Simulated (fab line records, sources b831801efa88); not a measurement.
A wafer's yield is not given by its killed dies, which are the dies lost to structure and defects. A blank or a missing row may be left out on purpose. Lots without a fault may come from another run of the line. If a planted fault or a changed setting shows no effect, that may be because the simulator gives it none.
The tool behind it: which one? + flow sky130 + 12 lots, 36 wafers sampled, at 5 steps of a route of 708

WHAT THE GAUGES READ, wafer by wafer
The record lacks any reading of a measuring or inspecting step that a usual standard deviation could be used to judge.

TOOL THAT RAN EACH LOT (tool first, then ch and the chambers of the sampled wafers, then the start)
| lot  | SKY_VIA2_ETCH_14                  | SKY_VIA2_CMP_24               | SKY_METAL3_SPUTTER_00       | SKY_CAPM_CVD_00                 | SKY_PAD_OPEN_PROBE_99   |
|------|-----------------------------------|-------------------------------|-----------------------------|---------------------------------|-------------------------|
| L966 | rieDiel-04 ch 1,3, day 36 07:08   | cmp-01 ch 0,2,3, day 36 08:24 | pvdSputter-02, day 36 08:36 | pecvd-01 ch 0,1, day 36 08:46   | -                       |
| L968 | rieDiel-04 ch 0,3, day 37 21:52   | cmp-01 ch 0,1,3, day 37 23:02 | pvdSputter-02, day 37 23:17 | pecvd-01 ch 0,1,2, day 37 23:26 | -                       |
| L971 | rieDiel-03 ch 1,2,3, day 38 03:00 | cmp-01 ch 1,2,3, day 38 04:07 | pvdSputter-01, day 38 04:25 | pecvd-01 ch 0,1, day 38 04:34   | -                       |
| L972 | rieDiel-01 ch 0,1,3, day 38 04:01 | cmp-02 ch 2,3, day 38 05:11   | pvdSputter-01, day 38 05:29 | pecvd-04 ch 1,2, day 38 05:38   | prober-01, day 47 07:23 |
| L973 | rieDiel-01 ch 1,2,3, day 38 08:35 | cmp-01 ch 1,2,3, day 38 09:41 | pvdSputter-03, day 38 09:59 | pecvd-01 ch 0,2, day 38 10:08   | prober-02, day 47 08:34 |
| L974 | rieDiel-03 ch 0,1,2, day 38 23:10 | cmp-01 ch 1,2,3, day 39 04:44 | pvdSputter-03, day 39 04:53 | pecvd-01 ch 0,2, day 39 05:02   | prober-01, day 47 18:32 |
| L981 | rieDiel-03 ch 0,2,3, day 41 09:33 | cmp-01 ch 0,1,3, day 41 10:39 | pvdSputter-02, day 41 10:57 | pecvd-04 ch 0,1,2, day 41 11:06 | -                       |
| L979 | rieDiel-01 ch 0,1,2, day 41 11:00 | cmp-02 ch 0,1,3, day 41 12:04 | pvdSputter-01, day 41 12:22 | pecvd-04 ch 1,2, day 41 12:31   | -                       |
| L983 | rieDiel-01 ch 0,1,2, day 41 14:24 | cmp-01 ch 2,3, day 41 15:29   | pvdSputter-02, day 41 15:47 | pecvd-02 ch 0,1,2, day 41 15:56 | prober-01, day 49 23:17 |
| L984 | rieDiel-04 ch 1,2, day 41 17:01   | cmp-01 ch 0,2, day 41 18:15   | pvdSputter-01, day 41 18:33 | pecvd-02 ch 0,2, day 41 18:42   | -                       |
| L986 | rieDiel-01 ch 0,2,3, day 42 07:58 | cmp-01 ch 1,2,3, day 42 09:13 | pvdSputter-03, day 42 09:25 | pecvd-01 ch 0,2, day 42 09:34   | prober-01, day 50 06:59 |
| L987 | rieDiel-04 ch 0,2, day 42 12:52   | cmp-02 ch 0,1,3, day 42 13:56 | pvdSputter-03, day 42 14:14 | pecvd-04 ch 1,2, day 42 14:23   | -                       |
- SKY_VIA2_ETCH_14: etches BARC in N2/H2, stops on SiO2, time 45.9 s, target depth 60 nm.
- SKY_VIA2_CMP_24: polishes, stops on SiO2, t overpolish 20 s, target thk 0 nm.
- SKY_METAL3_SPUTTER_00: material Ti, target thk 15 nm, time 10 s.
- SKY_CAPM_CVD_00: deposits SiO2, target thk 15.5 nm.
- SKY_PAD_OPEN_PROBE_99

WHAT THE TOOLS THEMSELVES READ (means of the sampled wafers that have a number; where no wafer has one, the mark that the record gives instead)
SKY_VIA2_ETCH_14. Usual: drypumpMotorCurrentA 5.9 A, standard deviation 0.47; oesProductAu 0.855 a.u., standard deviation 0.0048; throttleValvePct 13.224 %, standard deviation 0.0088.
| lot  | tool       | drypumpMotorCurrentA (A) | oesProductAu (a.u.) | throttleValvePct (%) | flag |
|------|------------|--------------------------|---------------------|----------------------|------|
| L966 | rieDiel-04 | 6.1                      | 0.858               | 13.213               |      |
| L968 | rieDiel-04 | 5.5                      | 0.858               | 13.231               |      |
| L971 | rieDiel-03 | 5.9                      | 0.853               | 13.224               |      |
| L972 | rieDiel-01 | 5.8                      | 0.854               | 13.216               |      |
| L973 | rieDiel-01 | 5.8                      | 0.857               | 13.229               |      |
| L974 | rieDiel-03 | 5.9                      | 0.861               | 13.225               |      |
| L981 | rieDiel-03 | 6.3                      | 0.857               | 13.214               |      |
| L979 | rieDiel-01 | 5.7                      | 0.854               | 13.223               |      |
| L983 | rieDiel-01 | 5.7                      | 0.853               | 13.224               |      |
| L984 | rieDiel-04 | 5.9                      | 0.856               | 13.225               |      |
| L986 | rieDiel-01 | 5.9                      | 0.853               | 13.227               |      |
| L987 | rieDiel-04 | 5.3                      | 0.855               | 13.224               |      |

SKY_VIA2_CMP_24. Usual: motorCurrentA 11.2 A, standard deviation 1.3; overpolishRunS 20.000 s, standard deviation 0.0095; slurryFilterDpKPa 13.49 kPa, standard deviation 0.13; slurryFlowMlMin 150.0, standard deviation 0.45; timeToEndpointS 101 s, standard deviation 3.2.
| lot  | tool   | motorCurrentA (A) | overpolishRunS (s) | slurryFilterDpKPa (kPa) | slurryFlowMlMin | timeToEndpointS (s) | flag |
|------|--------|-------------------|--------------------|-------------------------|-----------------|---------------------|------|
| L966 | cmp-01 | 12.3              | 20.000             | 13.54                   | 150.0           | 102                 |      |
| L968 | cmp-01 | 12.0              | 20.004             | 13.56                   | 149.6           | 98                  |      |
| L971 | cmp-01 | 11.7              | 20.002             | 13.60                   | 150.3           | 100                 |      |
| L972 | cmp-02 | 10.8              | 19.993             | 13.56                   | 149.8           | 99                  |      |
| L973 | cmp-01 | 11.6              | 19.994             | 13.50                   | 150.0           | 98                  |      |
| L974 | cmp-01 | 11.4              | 19.997             | 13.53                   | 150.3           | 103                 |      |
| L981 | cmp-01 | 12.0              | 20.007             | 13.41                   | 149.8           | 99                  |      |
| L979 | cmp-02 | 9.6               | 19.994             | 13.46                   | 150.2           | 102                 |      |
| L983 | cmp-01 | 11.7              | 19.998             | 13.46                   | 150.2           | 95                  |      |
| L984 | cmp-01 | 12.7              | 19.999             | 13.53                   | 149.6           | 95                  |      |
| L986 | cmp-01 | 11.7              | 19.994             | 13.59                   | 150.2           | 98                  |      |
| L987 | cmp-02 | 9.6               | 19.996             | 13.44                   | 150.7           | 102                 |      |

SKY_METAL3_SPUTTER_00. Usual: 30.4 % for throttleValvePct, sd 1.
| lot  | tool          | throttleValvePct (%) | flag |
|------|---------------|----------------------|------|
| L966 | pvdSputter-02 | 30.7                 |      |
| L968 | pvdSputter-02 | 30.7                 |      |
| L971 | pvdSputter-01 | 29.2                 |      |
| L972 | pvdSputter-01 | 30.1                 |      |
| L973 | pvdSputter-03 | 30.9                 |      |
| L974 | pvdSputter-03 | 30.3                 |      |
| L981 | pvdSputter-02 | 31.3                 |      |
| L979 | pvdSputter-01 | 29.3                 |      |
| L983 | pvdSputter-02 | 30.8                 |      |
| L984 | pvdSputter-01 | 29.6                 |      |
| L986 | pvdSputter-03 | 30.8                 |      |
| L987 | pvdSputter-03 | 30.9                 |      |

SKY_CAPM_CVD_00. Usual: heaterPowerOuterW 402 W, standard deviation 72; heaterPowerW 688 W, standard deviation 120.
| lot  | tool     | heaterPowerOuterW (W) | heaterPowerW (W) | flag |
|------|----------|-----------------------|------------------|------|
| L966 | pecvd-01 | 372                   | 602              |      |
| L968 | pecvd-01 | 337                   | 572              |      |
| L971 | pecvd-01 | 337                   | 576              |      |
| L972 | pecvd-04 | -                     | -                | OFF  |
| L973 | pecvd-01 | -                     | -                | OFF  |
| L974 | pecvd-01 | -                     | -                | OFF  |
| L981 | pecvd-04 | 421                   | 744              |      |
| L979 | pecvd-04 | 409                   | 758              |      |
| L983 | pecvd-02 | 479                   | 827              |      |
| L984 | pecvd-02 | 424                   | 728              |      |
| L986 | pecvd-01 | 387                   | 631              |      |
| L987 | pecvd-04 | 462                   | 809              |      |

SKY_PAD_OPEN_PROBE_99. Usual: defectLimitedYield 82.7 %, standard deviation 1.9; killed_at_M0_to_M3 43, standard deviation 7.7; killed_at_M4_up 3.0, standard deviation 1.7; killedAtContacts 24, standard deviation 5.2; killedAtFrontEnd 15, standard deviation 4.5; killedAtOther 0.3, standard deviation 0.5; killedDies 85, standard deviation 9.5; killedOnRim 17, standard deviation 4; killedOpen 47, standard deviation 6.6; killedShort 38, standard deviation 6.6; sort_bin_3_pad_short 0.8 %, standard deviation 0.39; sort_bin_5_function 10.2 %, standard deviation 1.4; sort_bin_6_memory 6.3 %, standard deviation 1.1; sortNPass 407, standard deviation 9.5; sortYieldPct 82.7 %, standard deviation 1.9.
| lot  | tool      | defectLimitedYield (%) | killed_at_M0_to_M3 | killed_at_M4_up | killedAtContacts | killedAtFrontEnd | killedAtOther | killedDies | killedOnRim | killedOpen | killedShort | sort_bin_3_pad_short (%) | sort_bin_5_function (%) | sort_bin_6_memory (%) | sortNPass | sortYieldPct (%) | flag |
|------|-----------|------------------------|--------------------|-----------------|------------------|------------------|---------------|------------|-------------|------------|-------------|--------------------------|-------------------------|-----------------------|-----------|------------------|------|
| L972 | prober-01 | 0.0                    | 38                 | 1.3             | 24               | 18               | 410.7         | 492        | 96          | 44         | 38          | 1.2                      | 93.6                    | 5.2                   | 0         | 0.0              | OFF  |
| L973 | prober-02 | 0.0                    | 36                 | 3.7             | 24               | 15               | 413.0         | 492        | 96          | 45         | 34          | 0.6                      | 93.0                    | 6.4                   | 0         | 0.0              | OFF  |
| L974 | prober-01 | 0.0                    | 33                 | 4.0             | 24               | 15               | 416.3         | 492        | 96          | 42         | 34          | 0.7                      | 93.8                    | 5.5                   | 0         | 0.0              | OFF  |
| L983 | prober-01 | 82.6                   | 42                 | 2.7             | 27               | 14               | 0.3           | 86         | 16          | 48         | 38          | 0.7                      | 10.0                    | 6.8                   | 406       | 82.6             |      |
| L986 | prober-01 | 81.3                   | 47                 | 3.7             | 30               | 11               | 0.0           | 92         | 19          | 50         | 42          | 1.0                      | 11.5                    | 6.2                   | 400       | 81.3             |      |

THE ANSWER, worked out from the rows above alone
Rule: lot off if the mean of its wafers having a number is beyond 3 standard deviations from the usual mean. Also off: a lot with no number at a reading for which 4 or more lots have one. Where the step has rows for the other lots, those lots are counted as sound. First the gauges in route order, then the tools' own readings, where a lot's mean is used as printed above. The first step at which some lot is off is used, and at that step the reading that is off furthest; a lot without a number counts as furthest.
Off: L972, L973, L974, at SKY_CAPM_CVD_00 (heaterPowerOuterW). Without a number there: L972, L973, L974.
A tool fits if, at that step or a process step before it, it ran every lot that is off, and no sound lot after the first of them. Of those tried, none fits.

WHAT THE SIMULATOR HAD PUT IN
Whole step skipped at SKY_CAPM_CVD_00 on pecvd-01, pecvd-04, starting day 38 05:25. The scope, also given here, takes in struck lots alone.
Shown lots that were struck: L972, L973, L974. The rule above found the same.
